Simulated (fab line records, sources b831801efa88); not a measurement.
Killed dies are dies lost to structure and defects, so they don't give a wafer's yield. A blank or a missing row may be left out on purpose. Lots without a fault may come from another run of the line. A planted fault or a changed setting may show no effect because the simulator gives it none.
One fault seen from 2 desks | flow gf180mcu | each desk has only its own numbers; what lay behind them comes last

THE TOOL OWNER'S DESK: implanter-01
The tool's own readings at GF_HV_LDD_IMPLANT_48: means of the sampled wafers that have a number, for each lot that ran on this tool. A lot is out of limits, marked OUT, if its mean lies more than 4 standard deviations from the usual mean; the brackets give that distance.
Columns: A = beam_energy_keV at GF_HV_LDD_IMPLANT_48, usual 25.000; B = dose_ions_cm2 at GF_HV_LDD_IMPLANT_48, usual 3e+13; C = faraday_current_uA at GF_HV_LDD_IMPLANT_48, usual 169; D = tilt_deg at GF_HV_LDD_IMPLANT_48, usual 7.002 degrees
lot  | first seen here | A      | B                       | C              | D
L930 | day 13 22:25    | 24.995 | 3e+13                   | 169            | 7.000
L931 | day 14 04:26    | 24.991 | 3e+13 (-99 or more) OUT | 152 (-5.0) OUT | 7.031
L932 | day 14 14:46    | 24.994 | 3e+13 (-99 or more) OUT | 152 (-5.0) OUT | 7.006
L933 | day 15 01:29    | 25.002 | 3e+13 (-99 or more) OUT | 150 (-5.7) OUT | 6.992
L947 | day 19 15:56    | 25.005 | 3e+13                   | 167            | 6.992
L949 | day 20 07:33    | 25.003 | 3e+13                   | 169            | 7.018
This desk's finding: out of limits on L931, L932, L933; first on L931, day 14 04:26 (dose_ions_cm2 at GF_HV_LDD_IMPLANT_48). In limits: L930, L947, L949.

THE METROLOGY DESK
What the gauges read, lot by lot, whatever tool the lot ran on: means of the sampled wafers that have a number. A lot is out of limits, marked OUT, if its mean lies more than 4 standard deviations from the usual mean; the brackets give that distance.
Columns: A = cd_nm at GF_SAB_CD_MEAS_09, usual 420.3 nm; B = CONTACT_CVD_00_THK at GF_CONTACT_THK_MEAS_01, usual 300 nm
lot  | first seen here | A     | B
L930 | day 16 19:25    | 423.0 | 303
L931 | day 17 04:19    | 419.4 | 302
L932 | day 17 15:37    | 422.1 | 299
L933 | day 18 00:47    | 419.6 | 301
L935 | day 18 12:51    | 420.6 | 303
L940 | day 20 09:23    | 422.5 | 300
L941 | day 20 19:26    | 420.3 | 302
L943 | day 21 09:12    | 420.2 | 298
L944 | day 21 20:25    | 420.4 | 299
L945 | day 22 04:47    | 420.0 | 299
L946 | day 22 12:06    | 417.5 | 296
L947 | day 22 20:40    | 417.2 | 295
L948 | day 23 03:21    | 419.0 | 300
L949 | day 23 11:01    | 419.1 | 301
This desk's finding: nothing out of limits on any of the 14 lots.

PUT TOGETHER
The tool owner's desk could have raised an alarm at day 14 04:26, on L931, L932, L933.
The metrology desk saw nothing out of limits.
The metrology desk has L931, L932, L933 on record, within its limits.
Of the lots named, all ran GF_HV_LDD_IMPLANT_48 on implanter-01.

WHAT THE SIMULATOR HAD PUT IN
Process parameter drift: implanter-01, from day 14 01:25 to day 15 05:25, at GF_HV_LDD_IMPLANT_48. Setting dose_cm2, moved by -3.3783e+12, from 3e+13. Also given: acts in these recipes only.
Lots struck among those shown: L931, L932, L933.
Hours from the fault's start to each desk's first reading out of limits: the tool owner's desk, 3.
